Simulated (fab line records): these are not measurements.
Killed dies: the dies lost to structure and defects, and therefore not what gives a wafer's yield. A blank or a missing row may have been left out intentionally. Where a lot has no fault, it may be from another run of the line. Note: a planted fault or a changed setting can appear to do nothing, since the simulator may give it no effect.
2 desks looking at one fault | flow gf180mcu | each desk holds nothing but its own numbers, with what lay behind them at the end

METROLOGY DESK
Lot by lot, what the gauges showed, no matter which tool ran the lot: averages of those sampled wafers that carry a number. If a lot's mean is further than 4 standard deviations from the usual mean, the lot is out of limits and carries the mark OUT (the distance appears in the brackets).
Columns: A = M4_OVL at GF_M4_OVL_MEAS_15, usual 2 nm; B = V5_CVD_02_THK at GF_V5_THK_MEAS_03, usual 1454 nm; C = PASSIVATION_BOW at GF_PASSIVATION_BOW_MEAS_14, usual 137 um
lot  | first seen here | A  | B    | C
L268 | day 23 08:34    | -1 | 1466 | 141
L269 | day 23 15:19    | -5 | 1434 | 122
L270 | day 24 00:19    | -1 | 1449 | 151
L271 | day 24 05:49    | 7  | 1474 | 142
L272 | day 24 19:16    | 9  | 1459 | 132
L274 | day 25 16:20    | 2  | 1460 | 127
L280 | day 27 11:35    | 3  | 1464 | 138
L283 | day 28 09:49    | 7  | 1448 | 147
L284 | day 28 12:16    | 0  | 1439 | 127
L285 | day 28 17:58    | 9  | 1462 | 144
L288 | day 29 18:43    | -3 | 1473 | 136
L289 | day 30 03:25    | 7  | 1462 | 131
L291 | day 30 09:40    | 6  | 1431 | 137
This desk's finding: nothing out of limits on any of the 13 lots.

TOOL OWNER'S DESK, litho-track-04
The tool's own readings at GF_DNWELL_DEVELOP_06 (develop time 60 s): means of the sampled wafers that have a number, for each lot that ran on this tool. If a lot's mean is further than 4 standard deviations from the usual mean, the lot is out of limits and carries the mark OUT (the distance appears in the brackets).
Columns: A = developer-temp-C at GF_DNWELL_DEVELOP_06, usual 23.00 C; B = resist-line-temp-C at GF_DNWELL_DEVELOP_06, usual 23.01 C
lot  | first seen here | A     | B
L268 | day 2 19:00     | 22.94 | 22.86
L271 | day 3 10:00     | 22.82 | 23.10
L272 | day 3 15:00     | 22.98 | 22.99
L274 | day 4 01:00     | 23.06 | 23.06
L280 | day 5 11:00     | 22.91 | 23.01
This desk's finding: nothing out of limits on any of the 5 lots.

TAKEN TOGETHER
At the metrology desk, nothing out of limits was observed.
The desk of the tool owner found nothing out of limits.

WHAT THE SIMULATOR HAD INSERTED
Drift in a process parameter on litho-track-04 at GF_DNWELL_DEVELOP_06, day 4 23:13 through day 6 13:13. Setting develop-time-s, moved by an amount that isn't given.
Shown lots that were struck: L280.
